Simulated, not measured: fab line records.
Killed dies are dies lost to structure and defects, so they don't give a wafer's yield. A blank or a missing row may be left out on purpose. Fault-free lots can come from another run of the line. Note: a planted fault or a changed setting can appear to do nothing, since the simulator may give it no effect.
Which tool did it?	flow sky130	6 lots, 18 wafers sampled, at 3 steps of a route of 708

## WHAT THE GAUGES READ, wafer by wafer
SKY_VIA4_OVL_MEAS_11.
lot	measured	on	VIA4_OVL (nm)
L185	day 43 01:50	overlay-02	0.6 2.4 -0.1
L190	day 44 12:18	overlay-01	-2.4 -1.8 -0.4
L195	day 45 18:02	overlay-01	1.1 -0.5 -0.8
L197	day 46 02:10	overlay-02	-0.3 -1.3 -2.0
L205	day 48 01:26	overlay-02	0.1 0.5 -0.1
L206	day 48 14:35	overlay-01	-1.3 -1.9 -2.1

## WHAT TOOL EACH LOT RAN ON (gives the tool, then ch and the chambers of the sampled wafers, and finally the start)
lot	SKY_METAL4_ETCH_16	SKY_VIA4_CMP_02
L185	rie metal-04 ch 0,1, day 42 00:49	cmp-02 ch 0,1,2, day 42 02:28
L190	rie metal-04 ch 0, day 43 11:44	cmp-02 ch 0,3, day 43 12:56
L195	rie metal-03 ch 0, day 44 20:08	cmp-01 ch 0,1,2, day 44 21:46
L197	rie metal-03 ch 0,1, day 45 04:04	cmp-02 ch 0,1,3, day 45 05:17
L205	rie metal-03 ch 0,1, day 47 04:47	cmp-01 ch 0,3, day 47 05:55
L206	rie metal-04 ch 0,1, day 47 17:32	cmp-02 ch 1,2, day 47 19:35
- SKY_METAL4_ETCH_16: etches BARC in N2/H2, stops on SiO2, time 88.2 s, target depth 60 nm.
- SKY_VIA4_CMP_02: polishes SiO2.

## THE ANSWER, worked out from the rows above alone
Rule: usual is defined by the lots themselves. The widest of any qualifying gaps counts: lots, ordered by their means at a reading, are off when they make up no more than a third of the lots, leave a main group of 4 or more, and stand apart from it by 3 or more times the standard deviation of that group's means. A main group is skipped when, at the precision printed for the reading in the tables above, its means are all equal. A lot without any number at a reading at which 4 lots or more have one is off too. Any other lot the step has rows for is counted as sound.
No lot is off on any of the readings shown, so nothing can be concluded from this.

## WHAT WAS PUT IN BY THE SIMULATOR
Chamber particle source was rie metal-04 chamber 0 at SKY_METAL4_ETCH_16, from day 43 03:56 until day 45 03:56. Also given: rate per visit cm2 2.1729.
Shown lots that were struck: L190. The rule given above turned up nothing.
